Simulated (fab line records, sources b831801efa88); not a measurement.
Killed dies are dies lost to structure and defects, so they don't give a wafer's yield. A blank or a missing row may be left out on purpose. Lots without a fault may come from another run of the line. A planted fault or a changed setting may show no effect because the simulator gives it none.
A struck lot beside a sound one | flow sky130 | 15 steps out of a route of 708
Sound: wafers L392.1, L392.3, L392.5. Struck: wafers L404.2, L404.3, L404.5. The cause comes at the end.
At each step with rows: each side's tool, then ch and its chambers, then its first start. Under that, the readings that differ: sound wafers | struck wafers | difference of the means | sigmas: that difference in standard deviations of wafers without a fault.
alike: readings whose means differ by less than 2 such deviations, and words and numbers that are the same on both sides. not compared: withheld readings, readings that some wafer has no value for, bounds like >300 that may hide the same value, and numbers for which the record gives no deviation and whose values overlap.
The two part at a step that has a row with sigmas, a row that says differs or no value, or rows on one side only. Numbers that don't overlap but have no deviation are shown without sigmas and don't part them. A reading that every wafer of one side lacks parts them only if that side has two wafers or more.

first, 1 step without rows for these wafers: SKY_POLY_GATE_OXIDATION_20 (stabilise 600 s, purge 300 s, target thk 4 nm).
SKY_POLY_GATE_THK_MEAS_21:
  sound on film_metro-03, day 20 18:09; struck on film_metro-03, day 24 03:00
  alike: POLY_GATE_OXIDATION_THK
SKY_POLY_GATE_CD_MEAS_22:
  sound on cd_sem-01, day 20 18:13; struck on cd_sem-02, day 24 03:04
  alike: cd_nm
then, 7 steps without rows for these wafers: SKY_LDD_N_DEHYDRATE_00 (time 60 s); SKY_LDD_N_HMDS_01 (prime time 60 s); SKY_LDD_N_COAT_02 (resist thk 300 nm); SKY_LDD_N_SOFTBAKE_03 (time 60 s); SKY_LDD_N_EXPOSE_04 (exposes mask NTM, target cd 840 nm); SKY_LDD_N_PEB_05; SKY_LDD_N_DEVELOP_06 (develop time 60 s).
SKY_LDD_N_OVL_MEAS_07:
  sound on overlay-02, day 22 01:17; struck on overlay-01, day 25 08:11
  alike: LDD_N_OVL
then, 1 step without rows for these wafers: SKY_LDD_N_IMPLANT_08.
SKY_LDD_N_IMPLANT_09:
  sound on implanter-04 ch 0, day 22 01:28; struck on implanter-04 ch 0, day 25 08:24
  reading            | sound                        | struck                        | difference | sigmas
  beam_on_s (s)      | 10.01 9.56 9.95              | 11.04 10.89 11.45             | +1.29      | +6
  dose_ions_cm2      | 7.499e+13 7.514e+13 7.49e+13 | 9.152e+13 9.144e+13 9.152e+13 | +1.648e+13 | +99 or more
  faraday_current_uA | 422 442 425                  | 466 474 451                   | +34        | +4
  alike: beam_energy_keV, end_station_pressure_torr
then, 1 step without rows for these wafers: SKY_LDD_N_IMPLANT_10.
-- the record jumps here: 26 days lie between the struck wafers' starts before and after (it left off in module LDD_N and takes up again in module PAD_OPEN, whose first step shown is number 708 of the route) --
SKY_PAD_OPEN_PROBE_99:
  sound on prober-01, day 48 15:38; struck on prober-01, day 50 23:36
  reading                     | sound             | struck            | difference | sigmas
  killed_at_contacts          | 31 23 35          | 21 16 18          | -11        | -2
  killed_dies                 | 95 90 103         | 92 70 72          | -18        | -2
  model.etest.tip_n.rs_ohm_sq | 438.9 437.1 440.3 | 421.2 424.1 424.3 | -15.6      |
  alike: killed_at_M0_to_M3, killed_at_M4_up, killed_at_front_end, killed_at_other, killed_open, killed_short

WHERE THEY PART
First at SKY_LDD_N_IMPLANT_09; last, within this record, at SKY_PAD_OPEN_PROBE_99.

WHY: what the simulator had put in
Process parameter drift: implanter-04, from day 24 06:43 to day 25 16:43, at SKY_LDD_N_IMPLANT_09. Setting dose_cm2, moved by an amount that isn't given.
